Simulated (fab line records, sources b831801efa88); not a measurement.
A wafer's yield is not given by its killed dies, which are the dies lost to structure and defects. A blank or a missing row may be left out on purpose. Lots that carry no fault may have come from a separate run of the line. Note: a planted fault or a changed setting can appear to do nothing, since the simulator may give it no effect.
Matching of chambers :: flow sky130 :: SKY_VIA1_CMP_24 on cmp-01 has 4 sister chambers
The step polishes, stops on SiO2, t overpolish 15 s, target thk 0 nm. 4 wafers are shown with their chamber, then 8 later ones without.

== EACH WAFER AND ITS CHAMBER ==
wafer: L111.6
chamber: 2
motor current A (A): 11.5

wafer: L112.2
chamber: 1
motor current A (A): 9.6

wafer: L112.4
chamber: 3
motor current A (A): 12.4

wafer: L117.2
chamber: 0
motor current A (A): 10.7

== WAFERS WITHOUT THEIR CHAMBER ==
wafer: L117.3
motor current A (A): 10.1

wafer: L117.5
motor current A (A): 11.2

wafer: L121.2
motor current A (A): 10.9

wafer: L121.4
motor current A (A): 9.7

wafer: L121.5
motor current A (A): 13.6

wafer: L123.1
motor current A (A): 11.9

wafer: L123.3
motor current A (A): 12.6

wafer: L123.6
motor current A (A): 9.5

== WHICH CHAMBER EACH WENT THROUGH ==
wafer: L117.3
from the rows above: can't be placed: 1 or 0 or 2
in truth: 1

wafer: L117.5
from the rows above: can't be placed: 2 or 0 or 3
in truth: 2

wafer: L121.2
from the rows above: can't be placed: 0 or 2
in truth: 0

wafer: L121.4
from the rows above: can't be placed: 1 or 0
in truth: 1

wafer: L121.5
from the rows above: can't be placed: 3 or 2
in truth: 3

wafer: L123.1
from the rows above: can't be placed: 2 or 3 or 0
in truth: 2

wafer: L123.3
from the rows above: can't be placed: 3 or 2
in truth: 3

wafer: L123.6
from the rows above: 1
in truth: 1
Correct placement for 1 of the 8. Not placeable from these rows: 7 (in 7, the candidates include the true chamber). 0 placed wrongly.
How it was worked out, from the rows above alone: a wafer's distance from a chamber is the root of the sum, over the readings, of the square of ((its reading less the chamber's mean) divided by the reading's scatter). The wafer belongs to the nearest chamber; if the next one is less than 2 further off, it can't be placed. The mean given for a chamber averages the wafers shown for that chamber. The scatter: with one shown wafer a chamber, the root of the mean of the squares of how far each hidden wafer lies from its nearest shown one.
